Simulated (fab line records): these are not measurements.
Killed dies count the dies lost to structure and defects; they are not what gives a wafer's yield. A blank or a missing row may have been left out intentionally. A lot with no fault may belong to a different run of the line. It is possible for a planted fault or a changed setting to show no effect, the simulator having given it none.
Matching of chambers    flow gf180mcu    GF_CONTACT_ETCH_16 on rie_diel-02 has 4 sister chambers
The step etches BARC in N2/H2. 14 wafers are shown with their chamber, then 7 later ones without.

WAFERS PAIRED WITH THEIR CHAMBERS
wafer   chamber  drypump_motor_current_A (A)  throttle_valve_pct (%)  oes_product_au (a.u.)
L113.4  1        5.6                          13.221                  0.857
L113.5  0        5.6                          13.240                  0.854
L113.6  3        6.5                          13.209                  0.844
L116.1  1        5.5                          13.218                  0.858
L116.4  2        5.2                          13.234                  0.859
L116.5  0        5.6                          13.226                  0.855
L118.1  3        6.6                          13.227                  0.866
L118.4  2        5.2                          13.229                  0.853
L118.6  0        5.7                          13.222                  0.850
L119.3  0        5.6                          13.237                  0.854
L119.5  2        5.2                          13.232                  0.850
L119.6  0        5.6                          13.228                  0.851
L121.1  3        6.5                          13.219                  0.858
L121.3  1        5.6                          13.222                  0.852

SIGNATURES, as means of the wafers listed above
reading                  chamber 0  chamber 1  chamber 2  chamber 3  scatter within a chamber
drypump_motor_current_A  5.620      5.567      5.200      6.533      0.0462
throttle_valve_pct       13.23060   13.22033   13.23167   13.21833   0.00644
oes_product_au           0.85280    0.85567    0.85400    0.85600    0.00574
Rule: distance of a wafer from a chamber = root of the sum over the readings of ((wafer's reading minus chamber's mean) / reading's scatter) squared. If the next closest chamber is less than 2 further off than the closest, the wafer can't be placed; otherwise it belongs to the closest. The scatter is the square root of a quotient: the sum, over the shown wafers, of each reading's squared deviation from its chamber's mean, divided by wafers minus chambers.

WAFERS WITHOUT THEIR CHAMBER
wafer   drypump_motor_current_A (A)  throttle_valve_pct (%)  oes_product_au (a.u.)
L121.4  5.2                          13.228                  0.863
L122.1  5.7                          13.235                  0.855
L122.3  5.3                          13.239                  0.852
L122.5  5.2                          13.219                  0.864
L133.1  6.5                          13.234                  0.853
L133.2  5.6                          13.232                  0.853
L133.3  5.6                          13.240                  0.850

EACH ONE'S CHAMBER
wafer   from the rows above      in truth
L121.4  2                        2
L122.1  can't be placed: 0 or 1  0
L122.3  2                        2
L122.5  2                        2
L133.1  3                        3
L133.2  can't be placed: 0 or 1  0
L133.3  can't be placed: 0 or 1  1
Placed correctly: 4 of 7. These rows do not allow placing 3 (true chamber among the candidates in 3). Wrongly placed: 0.
